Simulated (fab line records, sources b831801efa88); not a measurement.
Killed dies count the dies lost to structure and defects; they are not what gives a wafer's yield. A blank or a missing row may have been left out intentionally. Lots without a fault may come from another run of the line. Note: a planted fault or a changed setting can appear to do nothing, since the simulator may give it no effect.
2 desks looking at one fault | flow gf180mcu | numbers are kept per desk, each desk with only its own; the story behind them comes last

== AT THE METROLOGY DESK ==
Lot by lot, what the gauges showed, no matter which tool ran the lot: averages of those sampled wafers that carry a number. Marked OUT: a lot whose mean sits more than 4 standard deviations from the usual mean, which makes it out of limits; the brackets give that distance.
Columns: A = V5_W_RS at GF_V5_RS_MEAS_24, usual 0.329 ohm/sq; B = V5_W_THK at GF_V5_THK_MEAS_25, usual 342 nm
lot  | first seen here | A     | B
L933 | day 29 02:39    | 0.326 | 343
L936 | day 30 02:16    | 0.329 | 345
L943 | day 31 20:33    | 0.327 | 344
L946 | day 32 22:58    | 0.330 | 342
L947 | day 33 04:17    | 0.331 | 343
L951 | day 33 23:28    | 0.332 | 342
This desk's verdict: no lot among the 6 shows anything out of limits.

== DESK OF THE TOOL OWNER: pvd-sputter-01 ==
At GF_TOP_METAL_SPUTTER_01 (material TiN, target thk 30 nm, time 25 s) the tool's own readings: per lot run on this tool, the mean of the sampled wafers that have a number. Marked OUT: a lot whose mean sits more than 4 standard deviations from the usual mean, which makes it out of limits; the brackets give that distance.
Columns: A = chamber-pressure-pa at GF_TOP_METAL_SPUTTER_01, usual 0.4001 Pa; B = throttle-valve-pct at GF_TOP_METAL_SPUTTER_01, usual 30.0 %
lot  | first seen here | A      | B
L933 | day 29 03:13    | 0.4008 | 29.8
L936 | day 30 02:47    | 0.4005 | 30.1
L943 | day 31 21:07    | 0.4002 | 30.0
L946 | day 33 00:06    | 0.4010 | 29.8
This desk's verdict: no lot among the 4 shows anything out of limits.

== BROUGHT TOGETHER ==
Nothing out of limits was seen by the metrology desk.
The desk of the tool owner found nothing out of limits.

== WHAT THE SIMULATOR HAD PUT IN ==
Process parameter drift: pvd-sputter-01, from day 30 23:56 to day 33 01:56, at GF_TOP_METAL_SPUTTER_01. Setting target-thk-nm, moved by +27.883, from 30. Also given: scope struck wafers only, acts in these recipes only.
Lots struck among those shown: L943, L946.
